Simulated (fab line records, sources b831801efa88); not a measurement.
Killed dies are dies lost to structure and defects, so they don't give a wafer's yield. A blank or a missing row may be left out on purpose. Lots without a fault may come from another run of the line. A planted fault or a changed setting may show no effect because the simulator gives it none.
fab line records | flow gf180mcu | part 1 of 2: steps 1 to 23 of 32
record lots=5 wafers=15 last_day=33
route steps=602 shown VT_IMPLANT@105 MVSD@136
lots that met no fault: from a run of the same line without faults
start_h: hours from the record's first day to the start of the lot's first wafer shown | wait_h: hours since the lot's step before | " the same as in the row above | L1.1+2: a row that stands for several wafers | - no value, or no start given | * or withheld: withheld | < > ~ a bound
route shown NAME@n: a module of which the file shows steps, and the number in the route of the first | usual: mean/standard deviation of fault-free wafers | same: alike in all rows | chamber/n: place in a boat | sites: the reading at each site | _std_site: their standard deviation | _edge_site: outer sites' mean less inner sites' | radius_mm: how far each site lies from the wafer's centre | mask NAME#n: copy n | behind: the tool/chamber that last shaped the wafer | hold: why the lot was held/for how many hours/how that ended | device: the transistor (n, p or np) that didn't switch | end of line: the same wafers' tests at the end of the route | a step without rows: its recipe alone | killed: dies lost to structure and defects at the first sort, not the wafer's yield | map: a wafer's dies, x killed, . not, _ none there
set.NAME: the setting as run; set.NAME@STEP: as run at that earlier step | model.NAME: the simulator's own value behind a step, which no gauge read
lots at some steps of the route; a table a step, a row a wafer
services: from which hour (start_h, from the record's first day; less than 0 if before it) a tool's chamber was out of use, for how many hours, and why
## steps
# step GF_VT_IMPLANT_EXPOSE_15
# recipe mask_id=Nwell_LV_AREA target_cd_nm=860 na=0.6 source_shape=conventional sigma_outer=0.6 dose_mj=140
# usual exposure_dose_mJ_cm2=140.00/0.17 reticle_temp_C=23.01/0.1
# same sigma_outer=0.6
# columns lot.wafer tool chamber start_h wait_h mask exposure_dose_mJ_cm2 reticle_temp_C
L075.4 iline_stepper-01 0 - - Nwell_LV_AREA#0 139.91 23.05
L075.5 " 0 " " Nwell_LV_AREA#0 139.76 22.94
L075.6 " 0 " " Nwell_LV_AREA#0 139.83 22.98
L085.1 iline_stepper-01 0 - - Nwell_LV_AREA#0 139.89 23.02
L085.4 " 0 " " Nwell_LV_AREA#0 140.00 23.05
L085.5 " 0 " " Nwell_LV_AREA#0 139.92 23.04
L089.1 iline_stepper-01 0 - - Nwell_LV_AREA#0 140.14 23.12
L089.2 " 0 " " Nwell_LV_AREA#0 140.33 22.98
L089.5 " 0 " " Nwell_LV_AREA#0 140.27 22.96
L091.2 iline_stepper-01 0 - - Nwell_LV_AREA#0 140.16 23.00
L091.3 " 0 " " Nwell_LV_AREA#0 140.24 23.07
L091.4 " 0 " " Nwell_LV_AREA#0 140.16 22.98
L092.4 iline_stepper-02 0 - - Nwell_LV_AREA#0 139.91 22.90
L092.5 " 0 " " Nwell_LV_AREA#0 140.00 23.20
L092.6 " 0 " " Nwell_LV_AREA#0 139.85 23.04
# step GF_VT_IMPLANT_PEB_16
# recipe temp_c=withheld time_s=* resist=NOVOLAK
# usual resist_line_temp_C=*
# columns lot.wafer tool chamber start_h wait_h resist_line_temp_C
L075.4 litho_track-01 0 - - *
L075.5 " 0 " " *
L075.6 " 0 " " *
L085.1 litho_track-01 0 - - *
L085.4 " 0 " " *
L085.5 " 0 " " *
L089.1 litho_track-01 0 - - *
L089.2 " 0 " " *
L089.5 " 0 " " *
L091.2 litho_track-02 0 - - *
L091.3 " 0 " " *
L091.4 " 0 " " *
L092.4 litho_track-02 0 - - *
L092.5 " 0 " " *
L092.6 " 0 " " *
# step GF_VT_IMPLANT_DEVELOP_17
# recipe develop_time_s=60 dev_temp_c=23
# usual resist_line_temp_C=23.00/0.1
# columns lot.wafer tool chamber start_h wait_h resist_line_temp_C
L075.4 litho_track-01 0 131.64 0.1 23.04
L075.5 " 0 " " 22.92
L075.6 " 0 " " 23.09
L085.1 litho_track-01 0 194.37 0.1 22.92
L085.4 " 0 " " 23.02
L085.5 " 0 " " 22.84
L089.1 litho_track-01 0 223.02 0.1 23.09
L089.2 " 0 " " 23.07
L089.5 " 0 " " 22.96
L091.2 litho_track-02 0 232.73 0.1 23.05
L091.3 " 0 " " 23.12
L091.4 " 0 " " 23.08
L092.4 litho_track-02 0 239.83 0.1 23.02
L092.5 " 0 " " 23.00
L092.6 " 0 " " 22.94
# step GF_VT_IMPLANT_OVL_MEAS_18
# usual VT_IMPLANT_01_OVL=-1.1/1.3
# columns lot.wafer tool chamber start_h wait_h VT_IMPLANT_01_OVL[nm]
L075.4 overlay-02 - 131.74 0.1 -2.5
L075.5 " - " " -2.4
L075.6 " - " " -1.1
L085.1 overlay-01 - 194.52 0.1 0.2
L085.4 " - " " -3.1
L085.5 " - " " 0.3
L089.1 overlay-01 - 223.17 0.1 -0.7
L089.2 " - " " -1.9
L089.5 " - " " -1.1
L091.2 overlay-01 - 232.86 0.1 0.1
L091.3 " - " " -1.4
L091.4 " - " " -0.4
L092.4 overlay-01 - 239.92 0.1 0.7
L092.5 " - " " -2.2
L092.6 " - " " -0.4
# step GF_VT_IMPLANT_IMPLANT_19
# recipe species=As energy_kev=100 dose_cm2=4.35e+12 tilt_deg=7
# usual dose_ions_cm2=4.349e+12/4.8e+09
# columns lot.wafer tool chamber start_h wait_h dose_ions_cm2
L075.4 implanter-02 0 131.83 0.1 4.351e+12
L075.5 " 0 " " 4.347e+12
L075.6 " 0 " " 4.348e+12
L085.1 implanter-03 0 194.55 0.0 4.35e+12
L085.4 " 0 " " 4.342e+12
L085.5 " 0 " " 4.344e+12
L089.1 implanter-01 0 223.20 0.0 4.351e+12
L089.2 " 0 " " 4.354e+12
L089.5 " 0 " " 4.347e+12
L091.2 implanter-02 0 232.91 0.0 4.351e+12
L091.3 " 0 " " 4.346e+12
L091.4 " 0 " " 4.345e+12
L092.4 implanter-02 0 240.01 0.1 4.35e+12
L092.5 " 0 " " 4.353e+12
L092.6 " 0 " " 4.348e+12
# step GF_VT_IMPLANT_STRIP_20
# recipe chemistry=O2/N2 power_w=1400 pressure_mtorr=1500 platen_temp_c=250 o2_flow_sccm=3000 n2_flow_sccm=300 overash_fraction=0.5
# usual drypump_motor_current_A=5.5/0.48 heater_power_w=322/28 oes_product_au=0.716/0.0047 strip_time_to_endpoint_s=12.65/0.036
# columns lot.wafer tool chamber start_h wait_h drypump_motor_current_A heater_power_w oes_product_au rf_hours_counter_h strip_time_to_endpoint_s
L075.4 plasma_asher-01 1 131.94 0.1 5.4 322 0.716 - 12.66
L075.5 " 0 " " 6.4 348 0.716 - 12.70
L075.6 " 1 " " 5.4 312 0.707 - 12.69
L085.1 plasma_asher-02 1 194.70 0.1 5.7 300 0.708 52 12.66
L085.4 " 0 " " 5.1 381 0.713 - 12.66
L085.5 " 1 " " 5.7 299 0.715 - 12.68
L089.1 plasma_asher-03 0 223.35 0.1 5.6 330 0.717 14 12.61
L089.2 " 1 " " 4.9 287 0.713 14 12.64
L089.5 " 0 " " 5.6 325 0.718 - 12.64
L091.2 plasma_asher-02 1 233.04 0.1 5.7 295 0.718 56 12.64
L091.3 " 0 " " 5.1 381 0.717 - 12.68
L091.4 " 1 " " 5.7 293 0.709 - 12.66
L092.4 plasma_asher-01 0 240.12 0.1 6.4 349 0.717 - 12.69
L092.5 " 1 " " 5.4 318 0.721 - 12.67
L092.6 " 0 " " 6.4 352 0.720 - 12.65
# step GF_VT_IMPLANT_TW_MEAS_21
# usual VT_IMPLANT_2_TW=1218/14
# columns lot.wafer tool chamber start_h wait_h VT_IMPLANT_2_TW
L075.4 film_metro-01 - 132.03 0.1 1199
L075.5 " - " " 1213
L075.6 " - " " 1207
L085.1 film_metro-03 - 194.80 0.1 1210
L085.4 " - " " 1215
L085.5 " - " " 1208
L089.1 film_metro-03 - 223.45 0.1 1204
L089.2 " - " " 1213
L089.5 " - " " 1213
L091.2 film_metro-01 - 233.15 0.1 1216
L091.3 " - " " 1220
L091.4 " - " " 1225
L092.4 film_metro-01 - 240.22 0.1 1213
L092.5 " - " " 1210
L092.6 " - " " 1213
# step GF_VT_IMPLANT_DEHYDRATE_22
# recipe temp_c=200 time_s=60
# usual resist_line_temp_C=22.99/0.11
# columns lot.wafer tool chamber start_h wait_h resist_line_temp_C
L075.4 litho_track-02 0 138.83 6.8 22.95
L075.5 " 0 " " 22.83
L075.6 " 0 " " 22.80
L085.1 litho_track-01 0 203.32 8.5 22.96
L085.4 " 0 " " 23.08
L085.5 " 0 " " 22.93
L089.1 litho_track-01 0 231.62 8.2 22.90
L089.2 " 0 " " 22.95
L089.5 " 0 " " 23.01
L091.2 litho_track-01 0 241.04 7.9 23.07
L091.3 " 0 " " 22.94
L091.4 " 0 " " 23.10
L092.4 litho_track-01 0 248.34 8.1 22.96
L092.5 " 0 " " 22.93
L092.6 " 0 " " 22.98
# step GF_VT_IMPLANT_HMDS_23
# recipe prime_time_s=60 prime_temp_c=120
# usual resist_line_temp_C=22.99/0.086
# columns lot.wafer tool chamber start_h wait_h resist_line_temp_C
L075.4 litho_track-02 0 138.98 0.1 23.04
L075.5 " 0 " " 23.03
L075.6 " 0 " " 23.07
L085.1 litho_track-01 0 203.47 0.1 22.91
L085.4 " 0 " " 23.10
L085.5 " 0 " " 23.02
L089.1 litho_track-01 0 231.77 0.1 22.94
L089.2 " 0 " " 22.94
L089.5 " 0 " " 22.90
L091.2 litho_track-01 0 241.19 0.1 23.01
L091.3 " 0 " " 22.91
L091.4 " 0 " " 23.00
L092.4 litho_track-01 0 248.49 0.1 23.16
L092.5 " 0 " " 22.99
L092.6 " 0 " " 23.15
# step GF_VT_IMPLANT_COAT_24
# recipe resist=NOVOLAK spin_rpm=3000 resist_thk_nm=1000
# usual resist_line_temp_C=23.01/0.099
# columns lot.wafer tool chamber start_h wait_h resist_line_temp_C
L075.4 litho_track-02 0 139.13 0.1 23.04
L075.5 " 0 " " 23.12
L075.6 " 0 " " 22.92
L085.1 litho_track-01 0 203.62 0.1 22.84
L085.4 " 0 " " 23.09
L085.5 " 0 " " 23.07
L089.1 litho_track-01 0 231.92 0.1 23.00
L089.2 " 0 " " 22.96
L089.5 " 0 " " 23.03
L091.2 litho_track-01 0 241.34 0.1 23.00
L091.3 " 0 " " 23.10
L091.4 " 0 " " 22.89
L092.4 litho_track-01 0 248.64 0.1 22.92
L092.5 " 0 " " 23.06
L092.6 " 0 " " 22.98
# step GF_VT_IMPLANT_SOFTBAKE_25
# recipe temp_c=90 time_s=60 resist=NOVOLAK
# usual resist_line_temp_C=22.99/0.1
# columns lot.wafer tool chamber start_h wait_h resist_line_temp_C
L075.4 litho_track-02 0 139.28 0.1 23.04
L075.5 " 0 " " 22.80
L075.6 " 0 " " 22.91
L085.1 litho_track-01 0 203.77 0.1 22.75
L085.4 " 0 " " 22.93
L085.5 " 0 " " 22.79
L089.1 litho_track-01 0 232.07 0.1 22.89
L089.2 " 0 " " 23.00
L089.5 " 0 " " 23.03
L091.2 litho_track-01 0 241.49 0.1 22.99
L091.3 " 0 " " 23.03
L091.4 " 0 " " 23.06
L092.4 litho_track-01 0 248.79 0.1 22.95
L092.5 " 0 " " 23.07
L092.6 " 0 " " 23.00
# step GF_VT_IMPLANT_EXPOSE_26
# recipe mask_id=LVPWELL_HV_AREA target_cd_nm=860 na=0.6 source_shape=conventional sigma_outer=0.6 dose_mj=140
# usual exposure_dose_mJ_cm2=139.98/0.15 reticle_temp_C=23.02/0.1
# same sigma_outer=0.6
# columns lot.wafer tool chamber start_h wait_h mask exposure_dose_mJ_cm2 reticle_temp_C
L075.4 iline_stepper-02 0 - - LVPWELL_HV_AREA#0 139.78 22.89
L075.5 " 0 " " LVPWELL_HV_AREA#0 139.92 23.17
L075.6 " 0 " " LVPWELL_HV_AREA#0 139.97 23.10
L085.1 iline_stepper-01 0 - - LVPWELL_HV_AREA#0 139.71 22.98
L085.4 " 0 " " LVPWELL_HV_AREA#0 139.91 23.02
L085.5 " 0 " " LVPWELL_HV_AREA#0 139.95 22.96
L089.1 iline_stepper-01 0 - - LVPWELL_HV_AREA#0 140.23 23.08
L089.2 " 0 " " LVPWELL_HV_AREA#0 140.07 23.12
L089.5 " 0 " " LVPWELL_HV_AREA#0 140.19 23.21
L091.2 iline_stepper-02 0 - - LVPWELL_HV_AREA#0 139.94 23.08
L091.3 " 0 " " LVPWELL_HV_AREA#0 140.16 23.16
L091.4 " 0 " " LVPWELL_HV_AREA#0 140.01 23.12
L092.4 iline_stepper-01 0 - - LVPWELL_HV_AREA#0 140.07 22.89
L092.5 " 0 " " LVPWELL_HV_AREA#0 140.00 22.90
L092.6 " 0 " " LVPWELL_HV_AREA#0 140.02 23.06
# step GF_VT_IMPLANT_PEB_27
# recipe temp_c=withheld time_s=* resist=NOVOLAK
# usual resist_line_temp_C=*
# columns lot.wafer tool chamber start_h wait_h resist_line_temp_C
L075.4 litho_track-02 0 - - *
L075.5 " 0 " " *
L075.6 " 0 " " *
L085.1 litho_track-02 0 - - *
L085.4 " 0 " " *
L085.5 " 0 " " *
L089.1 litho_track-01 0 - - *
L089.2 " 0 " " *
L089.5 " 0 " " *
L091.2 litho_track-02 0 - - *
L091.3 " 0 " " *
L091.4 " 0 " " *
L092.4 litho_track-04 0 - - *
L092.5 " 0 " " *
L092.6 " 0 " " *
# step GF_VT_IMPLANT_DEVELOP_28
# recipe develop_time_s=60 dev_temp_c=23
# usual resist_line_temp_C=23.00/0.11
# columns lot.wafer tool chamber start_h wait_h resist_line_temp_C
L075.4 litho_track-02 0 147.78 0.1 22.86
L075.5 " 0 " " 22.95
L075.6 " 0 " " 22.84
L085.1 litho_track-02 0 211.60 0.1 23.02
L085.4 " 0 " " 23.10
L085.5 " 0 " " 23.06
L089.1 litho_track-01 0 240.57 0.1 23.04
L089.2 " 0 " " 23.15
L089.5 " 0 " " 23.08
L091.2 litho_track-02 0 250.28 0.1 23.18
L091.3 " 0 " " 23.22
L091.4 " 0 " " 23.07
L092.4 litho_track-04 0 258.60 0.1 22.91
L092.5 " 0 " " 22.97
L092.6 " 0 " " 23.04
# step GF_VT_IMPLANT_OVL_MEAS_29
# usual VT_IMPLANT_02_OVL=-1.1/1.3
# columns lot.wafer tool chamber start_h wait_h VT_IMPLANT_02_OVL[nm]
L075.4 overlay-01 - 147.87 0.1 -1.4
L075.5 " - " " -4.0
L075.6 " - " " -2.2
L085.1 overlay-01 - 211.75 0.1 -1.6
L085.4 " - " " -1.0
L085.5 " - " " 0.1
L089.1 overlay-01 - 240.72 0.1 -0.3
L089.2 " - " " -0.4
L089.5 " - " " 0.4
L091.2 overlay-01 - 250.41 0.1 -2.7
L091.3 " - " " -3.1
L091.4 " - " " -2.1
L092.4 overlay-01 - 258.69 0.1 -3.0
L092.5 " - " " -0.9
L092.6 " - " " -2.6
# step GF_VT_IMPLANT_IMPLANT_30
# recipe species=B energy_kev=25 dose_cm2=2.652e+12 tilt_deg=7
# usual dose_ions_cm2=2.652e+12/3.2e+09
# columns lot.wafer tool chamber start_h wait_h dose_ions_cm2
L075.4 implanter-03 0 147.97 0.1 2.65e+12
L075.5 " 0 " " 2.654e+12
L075.6 " 0 " " 2.651e+12
L085.1 implanter-01 0 211.79 0.0 2.655e+12
L085.4 " 0 " " 2.649e+12
L085.5 " 0 " " 2.655e+12
L089.1 implanter-02 0 240.75 0.0 2.653e+12
L089.2 " 0 " " 2.653e+12
L089.5 " 0 " " 2.652e+12
L091.2 implanter-03 0 250.46 0.0 2.646e+12
L091.3 " 0 " " 2.649e+12
L091.4 " 0 " " 2.652e+12
L092.4 implanter-03 0 258.79 0.1 2.652e+12
L092.5 " 0 " " 2.65e+12
L092.6 " 0 " " 2.65e+12
# step GF_VT_IMPLANT_STRIP_31
# recipe chemistry=O2/N2 power_w=1400 pressure_mtorr=1500 platen_temp_c=250 o2_flow_sccm=3000 n2_flow_sccm=300 overash_fraction=0.5
# usual drypump_motor_current_A=5.5/0.48 heater_power_w=327/30 oes_product_au=0.716/0.0044 strip_time_to_endpoint_s=12.63/0.039
# columns lot.wafer tool chamber start_h wait_h drypump_motor_current_A heater_power_w oes_product_au rf_hours_counter_h strip_time_to_endpoint_s
L075.4 plasma_asher-03 0 148.15 0.2 5.6 321 0.715 - 12.62
L075.5 " 0 " " 5.6 323 0.712 - 12.59
L075.6 " 1 " " 4.9 294 0.710 - 12.60
L085.1 plasma_asher-01 1 211.94 0.1 5.5 315 0.718 43 12.67
L085.4 " 1 " " 5.5 323 0.715 - 12.69
L085.5 " 0 " " 6.4 346 0.714 - 12.67
L089.1 plasma_asher-02 0 240.90 0.1 5.1 373 0.721 57 12.56
L089.2 " 1 " " 5.7 298 0.715 57 12.59
L089.5 " 0 " " 5.1 384 0.716 - 12.63
L091.2 plasma_asher-01 0 250.59 0.1 6.4 359 0.715 47 12.58
L091.3 " 1 " " 5.5 312 0.727 - 12.56
L091.4 " 0 " " 6.4 353 0.712 - 12.59
L092.4 plasma_asher-02 1 258.90 0.1 5.7 301 0.714 - 12.65
L092.5 " 0 " " 5.1 381 0.721 - 12.61
L092.6 " 1 " " 5.7 297 0.715 - 12.64
# step GF_VT_IMPLANT_TW_MEAS_32
# usual VT_IMPLANT_3_TW=273/3.2
# columns lot.wafer tool chamber start_h wait_h VT_IMPLANT_3_TW
L075.4 film_metro-02 - 148.24 0.1 277
L075.5 " - " " 277
L075.6 " - " " 276
L085.1 film_metro-03 - 212.04 0.1 273
L085.4 " - " " 271
L085.5 " - " " 271
L089.1 film_metro-02 - 241.01 0.1 280
L089.2 " - " " 279
L089.5 " - " " 279
L091.2 film_metro-01 - 250.70 0.1 271
L091.3 " - " " 271
L091.4 " - " " 273
L092.4 film_metro-03 - 258.99 0.1 271
L092.5 " - " " 271
L092.6 " - " " 269
# step GF_VT_IMPLANT_DEHYDRATE_33
# recipe temp_c=200 time_s=60
# usual resist_line_temp_C=22.97/0.11
# columns lot.wafer tool chamber start_h wait_h resist_line_temp_C
L075.4 litho_track-02 0 154.98 6.7 23.07
L075.5 " 0 " " 23.09
L075.6 " 0 " " 23.03
L085.1 litho_track-04 0 220.88 8.8 23.04
L085.4 " 0 " " 22.95
L085.5 " 0 " " 22.94
L089.1 litho_track-04 0 248.93 7.9 22.92
L089.2 " 0 " " 22.77
L089.5 " 0 " " 23.04
L091.2 litho_track-04 0 260.35 9.6 22.62
L091.3 " 0 " " 22.83
L091.4 " 0 " " 22.75
L092.4 litho_track-02 0 267.93 8.9 22.98
L092.5 " 0 " " 23.10
L092.6 " 0 " " 22.98
# step GF_VT_IMPLANT_HMDS_34
# recipe prime_time_s=60 prime_temp_c=120
# usual resist_line_temp_C=22.98/0.11
# columns lot.wafer tool chamber start_h wait_h resist_line_temp_C
L075.4 litho_track-02 0 155.13 0.1 22.92
L075.5 " 0 " " 22.86
L075.6 " 0 " " 22.86
L085.1 litho_track-04 0 221.03 0.1 22.80
L085.4 " 0 " " 23.00
L085.5 " 0 " " 22.87
L089.1 litho_track-04 0 249.08 0.1 22.96
L089.2 " 0 " " 22.87
L089.5 " 0 " " 22.97
L091.2 litho_track-04 0 260.50 0.1 22.96
L091.3 " 0 " " 23.18
L091.4 " 0 " " 23.07
L092.4 litho_track-02 0 268.08 0.1 23.07
L092.5 " 0 " " 22.85
L092.6 " 0 " " 22.82
# step GF_VT_IMPLANT_COAT_35
# recipe resist=NOVOLAK spin_rpm=3000 resist_thk_nm=1000
# usual resist_line_temp_C=22.98/0.11
# columns lot.wafer tool chamber start_h wait_h resist_line_temp_C
L075.4 litho_track-02 0 155.28 0.1 22.93
L075.5 " 0 " " 23.00
L075.6 " 0 " " 22.99
L085.1 litho_track-04 0 221.18 0.1 23.10
L085.4 " 0 " " 23.00
L085.5 " 0 " " 22.94
L089.1 litho_track-04 0 249.23 0.1 23.11
L089.2 " 0 " " 23.10
L089.5 " 0 " " 23.03
L091.2 litho_track-04 0 260.65 0.1 22.98
L091.3 " 0 " " 23.16
L091.4 " 0 " " 22.99
L092.4 litho_track-02 0 268.23 0.1 22.85
L092.5 " 0 " " 22.98
L092.6 " 0 " " 22.74
# step GF_VT_IMPLANT_SOFTBAKE_36
# recipe temp_c=90 time_s=60 resist=NOVOLAK
# usual resist_line_temp_C=22.97/0.098
# columns lot.wafer tool chamber start_h wait_h resist_line_temp_C
L075.4 litho_track-02 0 155.43 0.1 23.00
L075.5 " 0 " " 23.09
L075.6 " 0 " " 22.97
L085.1 litho_track-04 0 221.33 0.1 22.89
L085.4 " 0 " " 22.88
L085.5 " 0 " " 22.67
L089.1 litho_track-04 0 249.38 0.1 22.91
L089.2 " 0 " " 23.02
L089.5 " 0 " " 22.91
L091.2 litho_track-04 0 260.80 0.1 22.89
L091.3 " 0 " " 22.94
L091.4 " 0 " " 22.95
L092.4 litho_track-02 0 268.38 0.1 23.10
L092.5 " 0 " " 23.08
L092.6 " 0 " " 23.11
# step GF_VT_IMPLANT_EXPOSE_37
# recipe mask_id=Nwell_HV_AREA target_cd_nm=860 na=0.6 source_shape=conventional sigma_outer=0.6 dose_mj=140
# usual exposure_dose_mJ_cm2=139.97/0.13 reticle_temp_C=23.00/0.1
# same sigma_outer=0.6
# columns lot.wafer tool chamber start_h wait_h mask exposure_dose_mJ_cm2 reticle_temp_C
L075.4 iline_stepper-02 0 - - Nwell_HV_AREA#0 139.86 22.88
L075.5 " 0 " " Nwell_HV_AREA#0 139.99 22.86
L075.6 " 0 " " Nwell_HV_AREA#0 139.94 23.08
L085.1 iline_stepper-02 0 - - Nwell_HV_AREA#0 140.13 23.06
L085.4 " 0 " " Nwell_HV_AREA#0 139.98 23.00
L085.5 " 0 " " Nwell_HV_AREA#0 139.98 23.02
L089.1 iline_stepper-02 0 - - Nwell_HV_AREA#0 140.13 23.09
L089.2 " 0 " " Nwell_HV_AREA#0 140.18 23.04
L089.5 " 0 " " Nwell_HV_AREA#0 140.07 23.02
L091.2 iline_stepper-01 0 - - Nwell_HV_AREA#0 139.77 23.07
L091.3 " 0 " " Nwell_HV_AREA#0 139.95 23.05
L091.4 " 0 " " Nwell_HV_AREA#0 139.81 23.11
L092.4 iline_stepper-02 0 - - Nwell_HV_AREA#0 140.16 23.07
L092.5 " 0 " " Nwell_HV_AREA#0 139.82 22.91
L092.6 " 0 " " Nwell_HV_AREA#0 139.79 23.04
